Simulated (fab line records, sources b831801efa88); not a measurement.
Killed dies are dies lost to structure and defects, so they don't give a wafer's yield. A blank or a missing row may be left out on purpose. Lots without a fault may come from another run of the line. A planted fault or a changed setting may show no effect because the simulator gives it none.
Which tool did it? | flow gf180mcu | 7 lots, 21 wafers sampled, at 2 steps of a route of 602

WHAT THE GAUGES READ, wafer by wafer
GF_V1_CD_MEAS_14: target cd 260 nm.
lot  | measured     | on        | cd_nm (nm)
L467 | day 19 07:12 | cd_sem-02 | 258.4 258.2 258.7
L469 | day 20 08:57 | cd_sem-01 | 262.0 260.3 261.6
L475 | day 22 05:14 | cd_sem-01 | 260.4 260.3 260.4
L479 | day 23 17:18 | cd_sem-01 | 259.1 259.8 259.9
L481 | day 24 07:42 | cd_sem-02 | 259.1 260.1 259.0
L483 | day 25 05:28 | cd_sem-01 | 260.1 259.2 258.3
L487 | day 26 06:04 | cd_sem-01 | 260.2 259.8 260.4

WHICH TOOL RAN EACH LOT (tool, then ch and the chambers of the sampled wafers, then the start)
lot  | GF_SALICIDE_RTA_08
L467 | rtp_anneal-02 ch 0, day 16 04:53
L469 | rtp_anneal-02 ch 0, day 16 20:25
L475 | rtp_anneal-01 ch 0, day 19 02:34
L479 | rtp_anneal-02 ch 0, day 20 16:45
L481 | rtp_anneal-02 ch 0, day 21 06:53
L483 | rtp_anneal-02 ch 0, day 22 06:28
L487 | rtp_anneal-02 ch 0, day 23 10:46
- GF_SALICIDE_RTA_08: time 30 s.

THE ANSWER, worked out from the rows above alone
Rule: what is usual is taken from the lots themselves. Put in order of their means at a reading, lots are off if they are a third of the lots or fewer, leave a main group of 4 or more, and stand apart from it by a gap of 3 or more times the standard deviation of the main group's means; of several such gaps the widest counts. A main group whose means are all the same, to the digits that the tables above print for the reading, isn't used. A lot without any number at a reading at which 4 lots or more have one is off too. The other lots that the step has rows for count as sound.
No lot is off at any reading shown: from this, nothing can be told.

WHAT THE SIMULATOR HAD PUT IN
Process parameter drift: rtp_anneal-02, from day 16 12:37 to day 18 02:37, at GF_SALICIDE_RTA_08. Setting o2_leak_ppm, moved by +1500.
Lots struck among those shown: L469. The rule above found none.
